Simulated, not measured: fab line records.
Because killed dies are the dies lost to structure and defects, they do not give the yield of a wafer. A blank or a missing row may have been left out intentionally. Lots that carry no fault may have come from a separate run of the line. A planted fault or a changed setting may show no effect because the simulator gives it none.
Which tool was responsible? -- flow sky130 -- 39 wafers from 13 lots sampled at 3 of the route's 708 steps

WHAT THE GAUGES SHOWED, per wafer
SKY_SONOS_TUNNEL_TW_MEAS_12.
lot,measured,on,SONOS_TUNNEL_TW
L986,day 11 13:59,film-metro-03,196.5 196.6 196.3
L989,day 12 18:08,film-metro-04,198.4 199.1 198.4
L991,day 13 10:43,film-metro-04,198.2 197.9 197.9
L992,day 13 17:04,film-metro-04,197.1 197.6 198.3
L993,day 13 23:26,film-metro-01,197.6 196.4 197.9
L994,day 14 05:15,film-metro-04,199.2 199.2 198.1
L995,day 14 10:47,film-metro-03,195.4 196.0 196.5
L996,day 15 02:36,film-metro-01,198.6 198.5 197.6
L997,day 15 10:32,film-metro-01,198.2 198.9 197.3
L999,day 15 21:31,film-metro-03,196.2 195.3 195.6
L101,day 16 13:22,film-metro-01,196.7 197.4 197.8
L103,day 17 07:07,film-metro-01,198.8 196.9 198.2
L108,day 18 21:43,film-metro-01,197.4 197.9 197.9

SKY_CONTACT_CD_MEAS_14 targets a cd of 170 nm.
lot,measured,on,cd-nm (nm)
L986,day 31 20:07,cd-sem-02,169.5 170.4 171.0
L989,day 32 19:45,cd-sem-02,172.9 172.2 171.4
L991,day 34 14:26,cd-sem-02,167.5 169.5 168.6
L992,day 34 15:22,cd-sem-02,170.3 168.8 169.0
L993,day 34 15:50,cd-sem-02,169.5 169.6 168.7
L994,day 34 16:14,cd-sem-01,168.3 169.0 168.0
L995,day 34 16:55,cd-sem-02,168.0 168.6 167.5
L996,day 35 08:03,cd-sem-02,168.9 169.1 167.8
L997,day 35 11:48,cd-sem-01,167.9 169.5 169.8
L999,day 35 23:11,cd-sem-01,170.6 168.9 168.8
L101,day 36 14:45,cd-sem-01,167.6 168.0 167.2
L103,day 37 04:43,cd-sem-02,170.1 172.1 171.9
L108,day 38 13:32,cd-sem-01,169.0 169.6 168.9

TOOL THAT RAN EACH LOT (tool first, then ch and the chambers of the sampled wafers, then the start)
lot,SKY_NWELL_EXPOSE_07
L986,"iline-stepper-01 ch 0, day 4 10:11"
L989,"iline-stepper-02 ch 0, day 5 04:30"
L991,"iline-stepper-01 ch 0, day 5 15:08"
L992,"iline-stepper-01 ch 0, day 5 21:53"
L993,"iline-stepper-01 ch 0, day 6 02:34"
L994,"iline-stepper-02 ch 0, day 6 07:06"
L995,"iline-stepper-01 ch 0, day 6 11:44"
L996,"iline-stepper-02 ch 0, day 6 23:28"
L997,"iline-stepper-01 ch 0, day 7 04:55"
L999,"iline-stepper-01 ch 0, day 7 12:30"
L101,"iline-stepper-02 ch 0, day 8 00:07"
L103,"iline-stepper-01 ch 0, day 8 12:20"
L108,"iline-stepper-02 ch 0, day 9 17:07"
- SKY_NWELL_EXPOSE_07: exposes mask NWM, target cd 840 nm.

AS READ BY THE TOOLS THEMSELVES (means over the sampled wafers that have a number; for cases with no such wafer, the mark the record gives instead)
SKY_NWELL_EXPOSE_07.
lot,tool,exposure-dose-mJ-cm2,reticle-temp-C (C)
L986,iline-stepper-01,255.04,22.94
L989,iline-stepper-02,255.22,23.09
L991,iline-stepper-01,254.63,22.96
L992,iline-stepper-01,255.21,23.03
L993,iline-stepper-01,255.03,22.95
L994,iline-stepper-02,255.36,23.00
L995,iline-stepper-01,287.97,23.05
L996,iline-stepper-02,255.23,22.87
L997,iline-stepper-01,288.11,22.91
L999,iline-stepper-01,288.08,22.93
L101,iline-stepper-02,255.12,22.98
L103,iline-stepper-01,287.95,23.21
L108,iline-stepper-02,255.30,23.03

THE ANSWER, worked out from the rows above alone
Rule: the lots themselves supply what counts as usual. Put in order of their means at a reading, lots are off if they are a third of the lots or fewer, leave a main group of 4 or more, and stand apart from it by a gap of 3 or more times the standard deviation of the main group's means; of several such gaps the widest counts. The tables above print the reading to a certain number of digits; a main group whose means all agree to those digits is not used. Also off: a lot with no number at a reading for which 4 or more lots have one. The other lots that the step has rows for count as sound. After the gauges, taken in route order, come the tools' own readings; for these a lot's mean is taken, as printed above. The first step at which some lot is off is used, and at that step the reading that is off furthest; a lot without a number counts as furthest.
Off, at SKY_NWELL_EXPOSE_07 on exposure-dose-mJ-cm2: L995, L997, L999, L103. The main group: mean 255.13, standard deviation 0.2.
If a tool, at that step or one of the process steps before it, ran each lot that is off and ran no sound lot following the first of them, it fits. One candidate fits, namely iline-stepper-01 at SKY_NWELL_EXPOSE_07. A fault onset in the window from L993 (day 6 02:34, its last sound lot) to L995 (day 6 11:44, its first lot off) fits.
The tool's own readings at SKY_NWELL_EXPOSE_07 bear it out: on the lots that are off they differ by more than 5 times the standard deviation of the sound lots' means. exposure-dose-mJ-cm2 reads 288.03 there against 255.13 on the sound lots.

WHAT HAD BEEN PUT IN BY THE SIMULATOR
Process parameter drift: iline-stepper-01, from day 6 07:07 on, at SKY_NWELL_EXPOSE_07. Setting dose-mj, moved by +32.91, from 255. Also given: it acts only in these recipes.
Shown lots that were struck: L995, L997, L999, L103. The rule given above showed the same thing.
